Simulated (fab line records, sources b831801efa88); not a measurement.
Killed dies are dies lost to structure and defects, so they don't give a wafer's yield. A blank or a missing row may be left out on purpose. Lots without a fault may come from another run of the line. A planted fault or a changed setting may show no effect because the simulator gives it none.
Which tool did it? | flow sky130 | 13 lots, 39 wafers sampled, at 6 steps of a route of 708

WHAT THE GAUGES READ, wafer by wafer
SKY_SD_N_TW_MEAS_12. Usual: SD_N_TW 3980, standard deviation 29.
lot  | measured     | on            | SD_N_TW        | flag
L763 | day 27 16:51 | film_metro-02 | 4035 4026 4050 |
L765 | day 28 10:23 | film_metro-02 | 3974 3966 3983 |
L767 | day 29 03:20 | film_metro-01 | 3960 3960 3971 |
L768 | day 29 17:02 | film_metro-01 | 3945 3963 3961 |
L769 | day 30 05:37 | film_metro-03 | 30 30 30       | OFF
L777 | day 32 21:08 | film_metro-01 | 3942 3948 3947 |
L778 | day 33 08:32 | film_metro-03 | 4004 3997 3979 |
L779 | day 33 16:30 | film_metro-03 | 3986 3988 3994 |
L780 | day 34 06:02 | film_metro-02 | 4017 4006 4014 |
L781 | day 34 08:05 | film_metro-01 | 3965 3952 3933 |
L783 | day 34 16:51 | film_metro-03 | 3969 3973 3988 |
L784 | day 34 23:25 | film_metro-01 | 3937 3947 3946 |
L786 | day 35 07:51 | film_metro-03 | 3964 3967 3971 |

SKY_LI_CONTACT_OVL_MEAS_13. Usual: LI_CONTACT_OVL -1 nm, standard deviation 6.2.
lot  | measured     | on         | LI_CONTACT_OVL (nm) | flag
L763 | day 28 23:02 | overlay-01 | -5 -5 3             |
L765 | day 29 16:19 | overlay-01 | -2 -2 8             |
L767 | day 30 08:10 | overlay-01 | -4 -6 -8            |
L768 | day 30 22:03 | overlay-01 | 1 -1 -6             |
L769 | day 31 10:42 | overlay-02 | -2 0 -2             |
L777 | day 34 01:07 | overlay-02 | -7 -9 -2            |
L778 | day 34 12:04 | overlay-01 | 5 6 5               |
L779 | day 34 20:20 | overlay-01 | 12 4 -1             |
L780 | day 35 10:01 | overlay-02 | 1 3 4               |
L781 | day 35 11:34 | overlay-01 | 5 3 0               |
L783 | day 35 20:34 | overlay-01 | 11 3 7              |
L784 | day 36 03:07 | overlay-02 | -12 -2 -3           |
L786 | day 36 11:29 | overlay-01 | -1 -7 0             |

WHICH TOOL RAN EACH LOT (tool, then ch and the chambers of the sampled wafers, then the start)
lot  | SKY_LDD_LDN_STRIP_12                 | SKY_RES_XHIGH_STRIP_08               | SKY_SD_N_STRIP_11                    | SKY_LI_CONTACT_CMP_02
L763 | plasma_asher-04 ch 0,1, day 22 16:26 | plasma_asher-04 ch 0,1, day 26 11:06 | plasma_asher-02 ch 0,1, day 27 16:45 | cmp-02 ch 2,3, day 27 17:41
L765 | plasma_asher-01 ch 0,1, day 23 08:49 | plasma_asher-02 ch 0,1, day 27 04:31 | plasma_asher-04 ch 0,1, day 28 10:17 | cmp-02 ch 0,1,3, day 28 11:15
L767 | plasma_asher-02 ch 0,1, day 24 04:34 | plasma_asher-02 ch 0, day 27 22:35   | plasma_asher-04 ch 0,1, day 29 03:14 | cmp-01 ch 1,2,3, day 29 04:12
L768 | plasma_asher-01 ch 0,1, day 24 18:22 | plasma_asher-03 ch 1, day 28 11:48   | plasma_asher-01 ch 0, day 29 16:56   | cmp-02 ch 0,2,3, day 29 17:52
L769 | plasma_asher-02 ch 0,1, day 25 07:49 | plasma_asher-02 ch 0,1, day 29 00:57 | plasma_asher-04 ch 0,1, day 30 05:30 | cmp-01 ch 0,3, day 30 06:26
L777 | plasma_asher-01 ch 0,1, day 28 03:10 | plasma_asher-02 ch 0,1, day 31 17:02 | plasma_asher-02 ch 0,1, day 32 21:02 | cmp-02 ch 1,2, day 32 21:57
L778 | plasma_asher-02 ch 0,1, day 28 16:01 | plasma_asher-03 ch 0,1, day 32 05:31 | plasma_asher-02 ch 0,1, day 33 08:26 | cmp-02 ch 0,2,3, day 33 09:25
L779 | plasma_asher-01 ch 0,1, day 29 01:53 | plasma_asher-02 ch 0,1, day 32 13:46 | plasma_asher-04 ch 0,1, day 33 16:25 | cmp-01 ch 2,3, day 33 17:24
L780 | plasma_asher-02 ch 0,1, day 29 14:07 | plasma_asher-03 ch 0, day 33 03:50   | plasma_asher-04 ch 0, day 34 05:56   | cmp-02 ch 0,1, day 34 06:51
L781 | plasma_asher-01 ch 0,1, day 29 17:43 | plasma_asher-02 ch 0,1, day 33 06:05 | plasma_asher-04 ch 0,1, day 34 07:59 | cmp-01 ch 2,3, day 34 08:55
L783 | plasma_asher-04 ch 0,1, day 30 02:29 | plasma_asher-04 ch 0,1, day 33 13:37 | plasma_asher-04 ch 0,1, day 34 16:45 | cmp-02 ch 0,2,3, day 34 17:44
L784 | plasma_asher-02 ch 0, day 30 09:13   | plasma_asher-04 ch 0,1, day 33 20:22 | plasma_asher-04 ch 0,1, day 34 23:18 | cmp-02 ch 1,3, day 35 00:14
L786 | plasma_asher-04 ch 0,1, day 30 16:37 | plasma_asher-03 ch 0, day 34 04:20   | plasma_asher-04 ch 0,1, day 35 07:45 | cmp-01 ch 0,1,3, day 35 08:47
- SKY_LDD_LDN_STRIP_12: strips in O2/N2.
- SKY_RES_XHIGH_STRIP_08: strips in O2/N2.
- SKY_SD_N_STRIP_11: strips in O2/N2.
- SKY_LI_CONTACT_CMP_02: polishes PSG.

WHAT THE TOOLS THEMSELVES READ (means of the sampled wafers that have a number; where no wafer has one, the mark that the record gives instead)
SKY_LDD_LDN_STRIP_12. Usual: chamber_pressure_mTorr 1500.0 mTorr, standard deviation 1.3; drypump_motor_current_A 5.6 A, standard deviation 0.46; o2_flow_sccm 3001 sccm, standard deviation 9.4; oes_product_au 0.715 a.u., standard deviation 0.0046; strip_time_to_endpoint_s 14.18 s, standard deviation 0.038.
lot  | tool            | chamber_pressure_mTorr (mTorr) | drypump_motor_current_A (A) | o2_flow_sccm (sccm) | oes_product_au (a.u.) | strip_time_to_endpoint_s (s) | flag
L763 | plasma_asher-04 | 1499.7                         | 5.9                         | 2998                | 0.715                 | 14.19                        |
L765 | plasma_asher-01 | 1501.2                         | 5.7                         | 2996                | 0.713                 | 14.14                        |
L767 | plasma_asher-02 | 1498.5                         | 5.1                         | 3002                | 0.717                 | 14.21                        |
L768 | plasma_asher-01 | 1500.2                         | 5.7                         | 3015                | 0.711                 | 14.17                        |
L769 | plasma_asher-02 | 1500.0                         | 5.5                         | 2993                | 0.719                 | 14.14                        |
L777 | plasma_asher-01 | 1499.7                         | 5.8                         | 3004                | 0.715                 | 14.17                        |
L778 | plasma_asher-02 | 1500.2                         | 5.4                         | 3001                | 0.720                 | 14.15                        |
L779 | plasma_asher-01 | 1500.7                         | 5.9                         | 2996                | 0.716                 | 14.11                        |
L780 | plasma_asher-02 | 1500.3                         | 5.5                         | 3003                | 0.715                 | 14.19                        |
L781 | plasma_asher-01 | 1500.2                         | 6.0                         | 3003                | 0.714                 | 14.19                        |
L783 | plasma_asher-04 | 1500.1                         | 5.7                         | 2988                | 0.713                 | 14.19                        |
L784 | plasma_asher-02 | 1500.9                         | 5.8                         | 2989                | 0.714                 | 14.21                        |
L786 | plasma_asher-04 | 1500.1                         | 5.7                         | 2990                | 0.715                 | 14.14                        |

SKY_RES_XHIGH_STRIP_08. Usual: chamber_pressure_mTorr 1500.0 mTorr, standard deviation 1.4; drypump_motor_current_A 5.6 A, standard deviation 0.44; o2_flow_sccm 2999 sccm, standard deviation 9.6; oes_product_au 0.711 a.u., standard deviation 0.0048; strip_time_to_endpoint_s 14.28 s, standard deviation 0.036.
lot  | tool            | chamber_pressure_mTorr (mTorr) | drypump_motor_current_A (A) | o2_flow_sccm (sccm) | oes_product_au (a.u.) | strip_time_to_endpoint_s (s) | flag
L763 | plasma_asher-04 | 1499.5                         | 5.9                         | 2998                | 0.707                 | 14.28                        |
L765 | plasma_asher-02 | 1500.0                         | 5.5                         | 3003                | 0.711                 | 14.31                        |
L767 | plasma_asher-02 | 1498.9                         | 5.8                         | 2992                | 0.713                 | 14.27                        |
L768 | plasma_asher-03 | 1499.9                         | 5.4                         | 2993                | 0.711                 | 14.36                        |
L769 | plasma_asher-02 | 1501.0                         | 5.5                         | 3000                | 0.937                 | -                            | OFF
L777 | plasma_asher-02 | 1500.1                         | 5.5                         | 2996                | 0.713                 | 14.31                        |
L778 | plasma_asher-03 | 1499.7                         | 5.6                         | 3004                | 0.712                 | 14.27                        |
L779 | plasma_asher-02 | 1500.0                         | 5.4                         | 3001                | 0.717                 | 14.26                        |
L780 | plasma_asher-03 | 1501.3                         | 6.0                         | 3002                | 0.709                 | 14.26                        |
L781 | plasma_asher-02 | 1499.0                         | 5.5                         | 3008                | 0.707                 | 14.24                        |
L783 | plasma_asher-04 | 1500.2                         | 6.0                         | 2992                | 0.715                 | 14.25                        |
L784 | plasma_asher-04 | 1500.2                         | 5.7                         | 3000                | 0.708                 | 14.31                        |
L786 | plasma_asher-03 | 1499.9                         | 6.0                         | 3004                | 0.708                 | 14.25                        |

SKY_SD_N_STRIP_11. Usual: chamber_pressure_mTorr 1500.0 mTorr, standard deviation 1.4; drypump_motor_current_A 5.6 A, standard deviation 0.47; o2_flow_sccm 3000 sccm, standard deviation 8.8; oes_product_au 0.528 a.u., standard deviation 0.0048; strip_time_to_endpoint_s 22.55 s, standard deviation 0.032.
lot  | tool            | chamber_pressure_mTorr (mTorr) | drypump_motor_current_A (A) | o2_flow_sccm (sccm) | oes_product_au (a.u.) | strip_time_to_endpoint_s (s) | flag
L763 | plasma_asher-02 | 1499.0                         | 5.1                         | 2991                | 0.525                 | 22.51                        |
L765 | plasma_asher-04 | 1498.7                         | 6.0                         | 3004                | 0.530                 | 22.54                        |
L767 | plasma_asher-04 | 1499.8                         | 6.0                         | 3011                | 0.527                 | 22.52                        |
L768 | plasma_asher-01 | 1499.8                         | 6.2                         | 3000                | 0.529                 | 22.57                        |
L769 | plasma_asher-04 | 1499.2                         | 6.0                         | 3004                | 0.562                 | 26.58                        | OFF
L777 | plasma_asher-02 | 1499.9                         | 5.1                         | 2991                | 0.531                 | 22.54                        |
L778 | plasma_asher-02 | 1501.1                         | 5.5                         | 3005                | 0.534                 | 22.57                        |
L779 | plasma_asher-04 | 1500.2                         | 5.9                         | 2999                | 0.531                 | 22.55                        |
L780 | plasma_asher-04 | 1500.6                         | 6.2                         | 2985                | 0.526                 | 22.60                        |
L781 | plasma_asher-04 | 1500.7                         | 5.7                         | 3002                | 0.529                 | 22.54                        |
L783 | plasma_asher-04 | 1500.0                         | 5.9                         | 3005                | 0.527                 | 22.59                        |
L784 | plasma_asher-04 | 1500.6                         | 5.7                         | 2995                | 0.529                 | 22.55                        |
L786 | plasma_asher-04 | 1500.3                         | 6.0                         | 3008                | 0.528                 | 22.48                        |

SKY_LI_CONTACT_CMP_02. Usual: edge_zone_pressure_frac 1.000, standard deviation 0.0052; motor_current_A 11.9 A, standard deviation 0.97; time_to_endpoint_s 31.9 s, standard deviation 3.
lot  | tool   | edge_zone_pressure_frac | motor_current_A (A) | time_to_endpoint_s (s) | flag
L763 | cmp-02 | 1.004                   | 10.8                | 31.6                   |
L765 | cmp-02 | 0.998                   | 12.0                | 30.3                   |
L767 | cmp-01 | 0.999                   | 12.1                | 32.7                   |
L768 | cmp-02 | 0.996                   | 11.7                | 29.1                   |
L769 | cmp-01 | 0.997                   | 13.4                | 31.0                   |
L777 | cmp-02 | 1.000                   | 12.4                | 30.8                   |
L778 | cmp-02 | 0.994                   | 11.2                | 33.7                   |
L779 | cmp-01 | 0.994                   | 13.1                | 33.1                   |
L780 | cmp-02 | 0.996                   | 12.3                | 32.5                   |
L781 | cmp-01 | 1.002                   | 13.5                | 29.4                   |
L783 | cmp-02 | 1.000                   | 11.7                | 30.6                   |
L784 | cmp-02 | 1.002                   | 11.6                | 28.8                   |
L786 | cmp-01 | 1.000                   | 12.0                | 33.3                   |

THE ANSWER, worked out from the rows above alone
Rule: a lot is off if the mean of its wafers that have a number lies more than 3 standard deviations from the usual mean. A lot without any number at a reading at which 4 lots or more have one is off too. The other lots that the step has rows for count as sound. The gauges are gone through in route order, then the tools' own readings, and for those a lot's mean is taken as printed above. The first step at which some lot is off is used, and at that step the reading that is off furthest; a lot without a number counts as furthest.
Off: L769, at SKY_SD_N_TW_MEAS_12 (SD_N_TW).
A tool fits if, at a process step before that reading, it ran every lot that is off, and no sound lot after the first of them. The gauges at SKY_SD_N_TW_MEAS_12 aren't tried: what is off there is off at SKY_RES_XHIGH_STRIP_08 too, on other tools, and a gauge's error can't cause that. None of those tried fits.

WHAT THE SIMULATOR HAD PUT IN
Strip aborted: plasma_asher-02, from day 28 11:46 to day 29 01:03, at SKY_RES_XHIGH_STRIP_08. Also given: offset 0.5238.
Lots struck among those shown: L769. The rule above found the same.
